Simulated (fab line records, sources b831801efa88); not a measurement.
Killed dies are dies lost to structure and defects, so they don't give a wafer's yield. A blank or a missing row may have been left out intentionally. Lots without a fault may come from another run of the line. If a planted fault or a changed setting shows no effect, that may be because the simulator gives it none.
fab line records ; flow sky130
record: lots: 6; wafers: 18; last-day: 50
route steps=708 shown NWELL@65 PAD_OPEN@708
lots with no fault: from the same line, run without faults
start-h: the number of hours between the record's first day and the start of the first shown wafer of the lot ; wait-h: how many hours have passed since the lot's step before this one ; " repeats the value in the row above ; L1.1+2: one row covering several wafers at once ; - no value present, or no start provided ; * or withheld: withheld ; < > ~ a bound
route shown NAME@n: a module of which the file shows steps, and the number in the route of the first ; usual: average and standard deviation across the fault-free wafers ; same: alike in all rows ; chamber/n: place in a boat ; sites: each site's reading ; _std_site: standard deviation across them ; _edge_site: inner sites' mean taken away from outer sites' mean ; radius-mm: for every site, how far away it sits from the centre of the wafer ; mask NAME#n: copy n ; behind: tool/chamber where the wafer was last shaped ; hold: why the lot was held/for how many hours/how that ended ; device: which transistor (n, p or np) failed to switch ; end of line: the tests these same wafers got at the end of their route ; for a step that has no rows: nothing shown but its recipe ; killed: at the first sort, the dies lost to defects and structure; wafer yield is something else ; map: per-die view of a wafer (x killed, . not killed, _ where there is no die)
set.NAME: the setting that was run; set.NAME@STEP: the one run at that earlier step ; model.NAME: the simulator's own value behind a step, which no gauge read
lots seen at some steps along the route; tables by step, rows by wafer
services: the hour from which a tool's chamber was out of use, counted from the record's first day as start-h (under 0 if before that day), plus the number of hours and why
== steps ==
step: SKY_NWELL_IMPLANT_12
recipe: species: P; energy-kev: 120; dose-cm2: 1.3e+12; tilt-deg: withheld
step: SKY_NWELL_IMPLANT_13
recipe: species: P; energy-kev: 50; dose-cm2: 7e+11; tilt-deg: withheld
step: SKY_NWELL_STRIP_14
recipe: chemistry: O2/N2; power-w: 1400; pressure-mtorr: 1500; platen-temp-c: withheld; o2-flow-sccm: 3000; n2-flow-sccm: 300; overash-fraction: 0.5
usual: drypump-motor-current-A: 5.5/0.43; oes-product-au: 0.723/0.0046; strip-time-to-endpoint-s: 36.98/0.11
lot.wafer;tool;chamber;start-h;wait-h;drypump-motor-current-A;oes-product-au;rf-hours-counter-h;strip-time-to-endpoint-s
L931.2;plasma-asher-01;1;91.71;0.1;5.7;0.722;43;36.99
L931.4;plasma-asher-01;0;91.71;0.1;4.9;0.716;-;36.90
L931.6;plasma-asher-01;1;91.71;0.1;5.7;0.723;-;36.94
L933.2;plasma-asher-03;0;99.96;0.1;5.2;0.718;39;36.84
L933.4;plasma-asher-03;0;99.96;0.1;5.3;0.726;-;37.00
L933.5;plasma-asher-03;0;99.96;0.1;5.2;0.724;-;36.98
L938.1;plasma-asher-03;0;154.66;0.1;5.3;0.722;45;36.93
L938.3;plasma-asher-03;0;154.66;0.1;5.2;0.725;-;37.01
L938.6;plasma-asher-03;1;154.66;0.1;6.2;0.730;-;36.93
L941.1;plasma-asher-01;1;176.17;0.1;5.7;0.722;6;36.84
L941.2;plasma-asher-01;0;176.17;0.1;4.9;0.722;6;36.91
L941.6;plasma-asher-01;1;176.17;0.1;5.7;0.722;-;36.86
L950.1;plasma-asher-03;1;206.27;0.1;6.2;0.721;49;37.04
L950.4;plasma-asher-03;1;206.27;0.1;6.2;0.729;-;37.09
L950.6;plasma-asher-03;1;206.27;0.1;6.3;0.720;-;37.07
L953.2;plasma-asher-01;1;223.52;0.1;5.7;0.723;11;37.02
L953.3;plasma-asher-01;1;223.52;0.1;5.7;0.724;-;36.96
L953.6;plasma-asher-01;0;223.52;0.1;4.9;0.726;-;36.99
step: SKY_NWELL_TW_MEAS_15
usual: NWELL_TW: 1815/11
lot.wafer;tool;chamber;start-h;wait-h;NWELL_TW
L931.2;film-metro-04;-;91.82;0.1;1810
L931.4;film-metro-04;-;91.82;0.1;1805
L931.6;film-metro-04;-;91.82;0.1;1822
L933.2;film-metro-04;-;100.07;0.1;1805
L933.4;film-metro-04;-;100.07;0.1;1803
L933.5;film-metro-04;-;100.07;0.1;1803
L938.1;film-metro-02;-;154.76;0.1;1814
L938.3;film-metro-02;-;154.76;0.1;1816
L938.6;film-metro-02;-;154.76;0.1;1810
L941.1;film-metro-01;-;176.27;0.1;1813
L941.2;film-metro-01;-;176.27;0.1;1816
L941.6;film-metro-01;-;176.27;0.1;1811
L950.1;film-metro-04;-;206.37;0.1;1814
L950.4;film-metro-04;-;206.37;0.1;1804
L950.6;film-metro-04;-;206.37;0.1;1809
L953.2;film-metro-04;-;223.63;0.1;1824
L953.3;film-metro-04;-;223.63;0.1;1811
L953.6;film-metro-04;-;223.63;0.1;1812
step: SKY_NWELL_DEHYDRATE_16
recipe: temp-c: 200; time-s: 60
step: SKY_NWELL_HMDS_17
recipe: prime-time-s: 60; prime-temp-c: 120
step: SKY_NWELL_COAT_18
recipe: spin-rpm: 2000; resist-thk-nm: 3000
step: SKY_NWELL_SOFTBAKE_19
recipe: temp-c: 110; time-s: withheld
step: SKY_NWELL_EXPOSE_20
recipe: mask-id: NWM_COMPLEMENT; na: 0.6; source-shape: conventional; sigma-outer: 0.6; polarization: unpolarized; target-cd-nm: 840; dose-mj: 260
step: SKY_NWELL_PEB_21
recipe: temp-c: 115; time-s: withheld
step: SKY_NWELL_DEVELOP_22
recipe: wall-angle-deg: 90; developer: TMAH; develop-time-s: 60; dev-temp-c: 23
step: SKY_NWELL_OVL_MEAS_23
usual: NWELL_01_OVL: -0.5/1.3
lot.wafer;tool;chamber;start-h;wait-h;NWELL_01_OVL[nm]
L931.2;overlay-02;-;108.73;-;2.6
L931.4;overlay-02;-;108.73;-;-0.6
L931.6;overlay-02;-;108.73;-;1.7
L933.2;overlay-02;-;117.59;-;0.0
L933.4;overlay-02;-;117.59;-;-3.3
L933.5;overlay-02;-;117.59;-;-0.2
L938.1;overlay-01;-;175.39;-;-2.1
L938.3;overlay-01;-;175.39;-;0.1
L938.6;overlay-01;-;175.39;-;-1.7
L941.1;overlay-01;-;197.28;-;1.7
L941.2;overlay-01;-;197.28;-;0.1
L941.6;overlay-01;-;197.28;-;-0.4
L950.1;overlay-01;-;227.13;-;-0.5
L950.4;overlay-01;-;227.13;-;0.2
L950.6;overlay-01;-;227.13;-;-1.2
L953.2;overlay-01;-;245.88;-;-0.2
L953.3;overlay-01;-;245.88;-;0.1
L953.6;overlay-01;-;245.88;-;-1.4
step: SKY_NWELL_IMPLANT_24
recipe: species: B; energy-kev: 140; dose-cm2: 9.2e+12; tilt-deg: withheld
usual: beam-on-s: 10.01/0.2; dose-ions-cm2: 9.2e+12/1e+10; faraday-current-uA: 51.9/1
lot.wafer;tool;chamber;start-h;wait-h;beam-on-s;dose-ions-cm2;faraday-current-uA
L931.2;implanter-04;0;108.78;0.0;9.92;9.195e+12;52.1
L931.4;implanter-04;0;108.78;0.0;9.76;9.204e+12;53.2
L931.6;implanter-04;0;108.78;0.0;10.35;9.187e+12;50.0
L933.2;implanter-03;0;117.65;0.0;10.13;9.211e+12;51.3
L933.4;implanter-03;0;117.65;0.0;9.99;9.204e+12;51.8
L933.5;implanter-03;0;117.65;0.0;9.72;9.195e+12;53.1
L938.1;implanter-04;0;175.43;0.0;10.01;6.801e+12;38.4
L938.3;implanter-04;0;175.43;0.0;10.08;6.804e+12;38.0
L938.6;implanter-04;0;175.43;0.0;10.29;6.811e+12;37.4
L941.1;implanter-04;0;197.32;0.0;10.40;6.823e+12;37.0
L941.2;implanter-04;0;197.32;0.0;10.08;6.818e+12;38.2
L941.6;implanter-04;0;197.32;0.0;10.02;6.81e+12;38.3
L950.1;implanter-03;0;227.17;0.0;10.08;9.21e+12;51.6
L950.4;implanter-03;0;227.17;0.0;9.92;9.211e+12;52.6
L950.6;implanter-03;0;227.17;0.0;10.00;9.212e+12;51.9
L953.2;implanter-03;0;245.93;0.0;9.96;9.205e+12;51.8
L953.3;implanter-03;0;245.93;0.0;10.11;9.201e+12;51.3
L953.6;implanter-03;0;245.93;0.0;10.00;9.18e+12;51.7
step: SKY_NWELL_STRIP_25
recipe: chemistry: O2/N2; power-w: 1400; pressure-mtorr: 1500; platen-temp-c: withheld; o2-flow-sccm: 3000; n2-flow-sccm: 300; overash-fraction: 0.5
usual: drypump-motor-current-A: 5.5/0.46; oes-product-au: 0.722/0.0046; strip-time-to-endpoint-s: 36.96/0.11
lot.wafer;tool;chamber;start-h;wait-h;drypump-motor-current-A;oes-product-au;rf-hours-counter-h;strip-time-to-endpoint-s
L931.2;plasma-asher-03;1;108.91;0.1;6.2;0.720;40;36.93
L931.4;plasma-asher-03;0;108.91;0.1;5.2;0.720;-;36.95
L931.6;plasma-asher-03;0;108.91;0.1;5.2;0.716;-;36.94
L933.2;plasma-asher-01;1;117.77;0.1;5.7;0.721;0;36.86
L933.4;plasma-asher-01;0;117.77;0.1;5.0;0.725;-;36.85
L933.5;plasma-asher-01;0;117.77;0.1;4.9;0.719;-;36.95
L938.1;plasma-asher-04;1;175.58;0.1;5.2;0.719;48;36.89
L938.3;plasma-asher-04;0;175.58;0.1;5.8;0.723;-;36.96
L938.6;plasma-asher-04;0;175.58;0.1;5.8;0.723;-;36.98
L941.1;plasma-asher-03;1;197.47;0.1;6.2;0.724;49;37.00
L941.2;plasma-asher-03;0;197.47;0.1;5.2;0.723;49;36.98
L941.6;plasma-asher-03;1;197.47;0.1;6.2;0.719;-;36.96
L950.1;plasma-asher-03;0;227.32;0.1;5.3;0.732;52;36.83
L950.4;plasma-asher-03;0;227.32;0.1;5.3;0.723;-;36.81
L950.6;plasma-asher-03;1;227.32;0.1;6.2;0.729;-;36.84
L953.2;plasma-asher-03;0;246.06;0.1;5.3;0.720;54;36.95
L953.3;plasma-asher-03;1;246.06;0.1;6.3;0.727;-;36.94
L953.6;plasma-asher-03;0;246.06;0.1;5.3;0.717;-;36.90
step: SKY_NWELL_TW_MEAS_26
usual: NWELL_2_TW: 494/3.6
lot.wafer;tool;chamber;start-h;wait-h;hold;NWELL_2_TW
L931.2;film-metro-04;-;109.02;0.1;-;494
L931.4;film-metro-04;-;109.02;0.1;-;492
L931.6;film-metro-04;-;109.02;0.1;-;493
L933.2;film-metro-02;-;117.88;0.1;-;500
L933.4;film-metro-02;-;117.88;0.1;-;501
L933.5;film-metro-02;-;117.88;0.1;-;499
L938.1;film-metro-04;-;175.68;0.1;await-dispo/0.2h/release;447
L938.3;film-metro-04;-;175.68;0.1;await-dispo/0.2h/release;449
L938.6;film-metro-04;-;175.68;0.1;await-dispo/0.2h/release;449
L938.1;film-metro-04;-;176.01;0.3;-;448
L938.3;film-metro-04;-;176.01;0.3;-;451
L938.6;film-metro-04;-;176.01;0.3;-;451
L941.1;film-metro-04;-;197.57;0.1;await-dispo/0.2h/release;453
L941.2;film-metro-04;-;197.57;0.1;await-dispo/0.2h/release;451
L941.6;film-metro-04;-;197.57;0.1;await-dispo/0.2h/release;450
L941.1;film-metro-04;-;197.80;0.2;-;452
L941.2;film-metro-04;-;197.80;0.2;-;450
L941.6;film-metro-04;-;197.80;0.2;-;452
L950.1;film-metro-04;-;227.42;0.1;-;494
L950.4;film-metro-04;-;227.42;0.1;-;496
L950.6;film-metro-04;-;227.42;0.1;-;497
L953.2;film-metro-01;-;246.17;0.1;-;493
L953.3;film-metro-01;-;246.17;0.1;-;492
L953.6;film-metro-01;-;246.17;0.1;-;489
step: SKY_PAD_OPEN_PROBE_99
usual: killed_at_M0_to_M3: 44/6.2; killed_at_M4_up: 3.3/1.8; killed-at-contacts: 25/5.8; killed-at-front-end: 15/4; killed-at-other: 0.3/0.49; killed-dies: 88/8.8; killed-on-rim: 17/3.6; killed-open: 48/6.5; killed-short: 39/6.3
same: gross-dies: 492; killed-at-back-side: 0
lot.wafer;tool;chamber;start-h;wait-h;killed_at_M0_to_M3;killed_at_M4_up;killed-at-contacts;killed-at-front-end;killed-at-other;killed-dies;killed-on-rim;killed-open;killed-short;model.etest.pfet_16v.r-on-ohm-um;model.etest.res-iso-pwell.rs-ohm-sq;model.etest.res-pwell-under-gate.rs-ohm-sq;model.etest.res-iso-pwell.line-ohm-um;model.etest.pfet_16v.drive-ua-um;model.etest.tip_n_5v.rs-ohm-sq;model.etest.res-nwell.width-nm;model.etest.res-iso-pwell.width-nm
L931.2;prober-02;-;1084.16;0.1;49;8;23;21;0;101;17;47;54;1.543e+04;3451;2329;1310;243.8;1407;841.4;2639
L931.4;prober-02;-;1084.26;0.2;41;3;24;20;1;89;20;58;31;1.573e+04;3499;2324;1347;242;1419;840.8;2662
L931.6;prober-02;-;1084.36;0.2;45;1;24;8;0;78;15;40;38;1.536e+04;3424;2330;1295;248.5;1416;840.4;2642
L933.2;prober-01;-;1096.95;0.1;50;3;19;16;0;88;14;41;47;1.555e+04;3200;2276;1208;240.1;1379;844.4;2652
L933.4;prober-01;-;1097.05;0.2;28;4;18;10;2;62;10;40;22;1.553e+04;3186;2297;1198;241.4;1375;836.1;2650
L933.5;prober-01;-;1097.10;0.2;45;5;24;11;0;85;16;46;39;1.543e+04;3186;2288;1224;242.3;1379;835.2;2652
L938.1;prober-01;-;1157.20;0.1;35;4;28;14;0;81;15;44;37;1.888e+04;4917;2805;1895;187.2;1358;879.4;2592
L938.3;prober-01;-;1157.30;0.2;46;1;26;13;0;86;18;45;41;1.838e+04;4692;2800;1795;191.5;1355;873.9;2586
L938.6;prober-01;-;1157.45;0.2;43;3;26;20;1;93;14;52;41;1.853e+04;4694;2816;1797;190.9;1357;879.5;2601
L941.1;prober-01;-;1171.59;0.1;47;3;31;12;0;93;15;51;41;1.799e+04;4120;2801;1567;203.5;1343;863;2620
L941.2;prober-01;-;1171.64;0.1;51;2;22;13;1;89;17;47;42;1.745e+04;3878;2796;1494;209.4;1352;857.6;2623
L941.6;prober-01;-;1171.84;0.2;42;1;28;8;0;79;13;49;28;1.768e+04;3972;2789;1529;204.7;1343;856.7;2624
L950.1;prober-02;-;1193.76;0.1;47;1;25;15;0;88;19;48;40;1.572e+04;3769;2309;1446;240.1;1403;842.4;2631
L950.4;prober-02;-;1193.91;0.2;57;1;33;16;0;107;26;53;54;1.564e+04;3652;2303;1392;243.5;1398;842.5;2632
L950.6;prober-02;-;1194.01;0.2;46;2;16;20;1;85;19;48;37;1.575e+04;3782;2291;1438;241.8;1396;840.3;2638
L953.2;prober-02;-;1204.32;0.1;51;7;27;17;0;102;22;58;42;1.505e+04;3056;2271;1154;243.6;1374;843.1;2640
L953.3;prober-02;-;1204.37;0.2;46;2;38;16;0;102;16;54;47;1.533e+04;3085;2278;1168;243.6;1369;835.1;2640
L953.6;prober-02;-;1204.52;0.2;39;2;31;12;0;84;20;48;34;1.526e+04;3150;2270;1173;245.9;1363;841.9;2631
killed by level:class
L931.2 CONTACT:geometric-particle:open=11 VIA1:geometric-particle:open=9 METAL2:geometric-particle:short=8 VIA3:geometric-particle:open=8 FIELD_ISO:geometric-particle:short=7 VIA1:geometric-particle:short=6 METAL3:geometric-particle:short=6 METAL4:geometric-particle:short=5
L931.4 CONTACT:geometric-particle:open=13 VIA1:geometric-particle:open=11 FIELD_ISO:geometric-particle:open=7 LI_CONTACT:geometric-particle:open=6 VIA2:geometric-particle:short=6 VIA2:geometric-particle:open=5 VIA3:geometric-particle:open=5 POLY_GATE:geometric-particle:short=4
L931.6 VIA1:geometric-particle:open=13 LI_CONTACT:geometric-particle:open=6 METAL2:geometric-particle:short=6 LOCAL_INTERCONNECT:geometric-particle:short=6 CONTACT:geometric-particle:open=6 VIA2:geometric-particle:open=6 METAL1:geometric-particle:short=5 CONTACT:geometric-particle:short=4
L933.2 VIA2:geometric-particle:open=10 METAL2:geometric-particle:short=9 CONTACT:geometric-particle:open=7 VIA1:geometric-particle:short=7 FIELD_ISO:geometric-particle:short=6 LI_CONTACT:geometric-particle:open=6 METAL1:geometric-particle:short=6 POLY_GATE:geometric-particle:short=4
L933.4 CONTACT:geometric-particle:open=7 VIA1:geometric-particle:open=7 VIA3:geometric-particle:open=6 LI_CONTACT:geometric-particle:open=6 VIA2:geometric-particle:open=4 METAL4:geometric-particle:short=3 SONOS_ONO:geometric-particle:open=2 POLY_GATE:geometric-particle:short=2
L933.5 VIA2:geometric-particle:open=14 LI_CONTACT:geometric-particle:open=7 CONTACT:geometric-particle:short=7 METAL2:geometric-particle:short=7 VIA1:geometric-particle:open=5 CONTACT:geometric-particle:open=4 METAL4:geometric-particle:short=4 POLY_GATE:geometric-particle:open=3
L938.1 CONTACT:geometric-particle:open=13 LI_CONTACT:geometric-particle:open=8 VIA1:geometric-particle:open=7 METAL1:geometric-particle:short=6 METAL2:geometric-particle:short=5 FIELD_ISO:geometric-particle:short=4 VIA2:geometric-particle:short=4 VIA3:geometric-particle:open=4
L938.3 LI_CONTACT:geometric-particle:open=8 CONTACT:geometric-particle:short=8 VIA1:geometric-particle:open=8 VIA3:geometric-particle:open=7 VIA2:geometric-particle:open=7 CONTACT:geometric-particle:open=6 VIA1:geometric-particle:short=5 POLY_GATE:geometric-particle:open=4
L938.6 CONTACT:geometric-particle:open=10 METAL1:geometric-particle:short=8 LI_CONTACT:geometric-particle:open=7 VIA3:geometric-particle:open=7 POLY_GATE:geometric-particle:open=6 POLY_GATE:geometric-particle:short=6 VIA1:geometric-particle:open=6 VIA2:geometric-particle:open=5
L941.1 VIA1:geometric-particle:open=12 CONTACT:geometric-particle:open=11 VIA3:geometric-particle:open=9 LI_CONTACT:geometric-particle:open=8 CONTACT:geometric-particle:short=5 METAL2:geometric-particle:short=5 VIA2:geometric-particle:open=4 METAL1:geometric-particle:short=4
L941.2 VIA2:geometric-particle:open=10 VIA1:geometric-particle:open=8 VIA3:geometric-particle:open=8 METAL2:geometric-particle:short=7 FIELD_ISO:geometric-particle:short=6 CONTACT:geometric-particle:open=6 LOCAL_INTERCONNECT:geometric-particle:short=5 CONTACT:geometric-particle:short=4
L941.6 CONTACT:geometric-particle:open=9 VIA1:geometric-particle:open=9 CONTACT:geometric-particle:short=8 VIA2:geometric-particle:open=8 VIA3:geometric-particle:open=7 LI_CONTACT:geometric-particle:open=6 METAL2:geometric-particle:short=5 FIELD_ISO:geometric-particle:open=4
L950.1 CONTACT:geometric-particle:open=9 METAL1:geometric-particle:short=9 VIA1:geometric-particle:open=7 LI_CONTACT:geometric-particle:open=7 VIA3:geometric-particle:open=7 FIELD_ISO:geometric-particle:open=6 FIELD_ISO:geometric-particle:short=5 METAL2:geometric-particle:short=5
L950.4 LOCAL_INTERCONNECT:geometric-particle:short=13 VIA2:geometric-particle:open=12 VIA1:geometric-particle:open=10 CONTACT:geometric-particle:open=9 VIA3:geometric-particle:open=8 LI_CONTACT:geometric-particle:open=7 VIA1:geometric-particle:short=6 POLY_GATE:geometric-particle:short=5
L950.6 METAL2:geometric-particle:short=10 CONTACT:geometric-particle:open=8 VIA1:geometric-particle:open=8 VIA2:geometric-particle:open=6 FIELD_ISO:geometric-particle:open=5 METAL1:geometric-particle:short=5 VIA1:geometric-particle:short=5 POLY_GATE:geometric-particle:open=4
L953.2 VIA1:geometric-particle:open=12 VIA2:geometric-particle:open=12 CONTACT:geometric-particle:open=11 METAL1:geometric-particle:short=7 METAL4:geometric-particle:short=6 POLY_GATE:geometric-particle:open=6 VIA3:geometric-particle:open=6 LI_CONTACT:geometric-particle:open=5
L953.3 CONTACT:geometric-particle:open=17 VIA1:geometric-particle:open=10 VIA1:geometric-particle:short=8 METAL2:geometric-particle:short=7 POLY_GATE:geometric-particle:open=6 CONTACT:geometric-particle:short=6 LI_CONTACT:geometric-particle:short=6 LI_CONTACT:geometric-particle:open=6
L953.6 VIA1:geometric-particle:open=11 CONTACT:geometric-particle:open=10 LI_CONTACT:geometric-particle:open=9 VIA1:geometric-particle:short=9 VIA2:geometric-particle:open=6 CONTACT:geometric-particle:short=6 POLY_GATE:geometric-particle:short=4 VIA3:geometric-particle:open=4
== services ==
tool;chamber;start-h;hours;kind
implanter-04;-;71.29;0.9;repair
plasma-asher-03;-;77.61;0.5;repair
plasma-asher-01;-;108.75;9.0;pm
plasma-asher-01;0;108.75;9.0;vent-cycle
plasma-asher-01;1;108.75;9.0;vent-cycle
plasma-asher-01;0;117.75;-;clean
plasma-asher-01;1;117.75;-;clean
implanter-04;-;145.59;3.4;repair
implanter-03;-;156.25;5.5;pm
implanter-04;-;164.14;2.1;repair
implanter-03;-;172.57;1.1;repair
implanter-03;-;199.87;3.0;pm
plasma-asher-04;-;207.68;24.5;repair
== key ==
first-sign: step: SKY_NWELL_IMPLANT_24; reading: dose-ions-cm2; direction: down; sigmas: 99+; usual: *; struck: *
effect: step: SKY_NWELL_IMPLANT_24; reading: faraday-current-uA; direction: down; sigmas: 14; usual: 51.9; struck: 37.9
effect: step: SKY_NWELL_TW_MEAS_26; reading: visit; direction: added
effect: step: SKY_NWELL_TW_MEAS_26; reading: NWELL_2_TW; direction: down; sigmas: 12; usual: 494; struck: 450
model-effect: step: SKY_PAD_OPEN_PROBE_99; value: etest.pfet_16v.r-on-ohm-um; without: 1.551e+04; struck: 1.815e+04
met-at SKY_NWELL_IMPLANT_24
struck-wafers L938.1,L938.3,L938.6,L941.1,L941.2,L941.6
tester-left-out L938,L941
onset-between 108.78 175.43
fault: kind: process-parameter-drift; tool: implanter-04; chamber: -; onset-h: 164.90; steps: SKY_NWELL_IMPLANT_24; channel: dose-cm2; offset: *; shape: step; end-h: 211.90; acts-in: *; stated: *
tester-left-out: of these lots the tester's yield and bins aren't shown, on N5 and GAA mostly nor the transistor test; their killed dies are dies lost to structure and defects alone, not to doping, threshold or leakage, so they don't give the yield
